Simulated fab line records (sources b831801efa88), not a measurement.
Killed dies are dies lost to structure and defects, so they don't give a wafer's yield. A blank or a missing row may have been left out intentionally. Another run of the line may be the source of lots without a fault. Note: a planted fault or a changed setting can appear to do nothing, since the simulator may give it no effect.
Matching of chambers || flow sky130 || 4 sister chambers for SKY_CONTACT_CMP_04 on cmp-01
The step polishes SiO2. 8 wafers are shown with their chamber, then 7 later ones without.

## EACH WAFER AND ITS CHAMBER
{"wafer": "L516.4", "chamber": 3, "motorCurrentA (A)": 12.2, "timeToEndpointS (s)": 89}
{"wafer": "L519.1", "chamber": 2, "motorCurrentA (A)": 10.1, "timeToEndpointS (s)": 86}
{"wafer": "L519.2", "chamber": 0, "motorCurrentA (A)": 11.4, "timeToEndpointS (s)": 86}
{"wafer": "L519.3", "chamber": 3, "motorCurrentA (A)": 13.8, "timeToEndpointS (s)": 81}
{"wafer": "L525.4", "chamber": 2, "motorCurrentA (A)": 9.6, "timeToEndpointS (s)": 85}
{"wafer": "L525.5", "chamber": 1, "motorCurrentA (A)": 12.5, "timeToEndpointS (s)": 97}
{"wafer": "L526.3", "chamber": 1, "motorCurrentA (A)": 12.1, "timeToEndpointS (s)": 94}
{"wafer": "L526.4", "chamber": 0, "motorCurrentA (A)": 10.4, "timeToEndpointS (s)": 89}

## WAFERS WITH NO CHAMBER GIVEN
{"wafer": "L526.6", "motorCurrentA (A)": 9.8, "timeToEndpointS (s)": 93}
{"wafer": "L530.3", "motorCurrentA (A)": 9.9, "timeToEndpointS (s)": 79}
{"wafer": "L530.4", "motorCurrentA (A)": 11.3, "timeToEndpointS (s)": 87}
{"wafer": "L530.5", "motorCurrentA (A)": 13.0, "timeToEndpointS (s)": 90}
{"wafer": "L536.2", "motorCurrentA (A)": 10.6, "timeToEndpointS (s)": 85}
{"wafer": "L536.3", "motorCurrentA (A)": 10.1, "timeToEndpointS (s)": 80}
{"wafer": "L536.6", "motorCurrentA (A)": 11.3, "timeToEndpointS (s)": 78}

## THE CHAMBER EACH PASSED THROUGH
{"wafer": "L526.6", "from the rows above": "can't be placed: 0 or 2 or 1", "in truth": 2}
{"wafer": "L530.3", "from the rows above": "can't be placed: 2 or 0", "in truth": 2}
{"wafer": "L530.4", "from the rows above": "can't be placed: 0 or 2 or 3", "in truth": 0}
{"wafer": "L530.5", "from the rows above": "can't be placed: 3 or 1 or 0", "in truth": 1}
{"wafer": "L536.2", "from the rows above": "can't be placed: 0 or 2", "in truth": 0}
{"wafer": "L536.3", "from the rows above": "can't be placed: 2 or 0", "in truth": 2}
{"wafer": "L536.6", "from the rows above": "can't be placed: 0 or 2 or 3", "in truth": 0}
Correct placement for 0 of the 7. Can't be placed from these rows: 7 (the true chamber is among the candidates in 7). Placed wrongly: 0.
How it was worked out, from the rows above alone: a wafer's distance from a chamber is the root of the sum, over the readings, of the square of ((its reading less the chamber's mean) divided by the reading's scatter). The wafer belongs to the nearest chamber; if the next one is less than 2 further off, it can't be placed. A chamber's mean is the mean of its shown wafers. The scatter: the root of (the sum of the squares of (reading less its chamber's mean) over the shown wafers, divided by (wafers less chambers)).
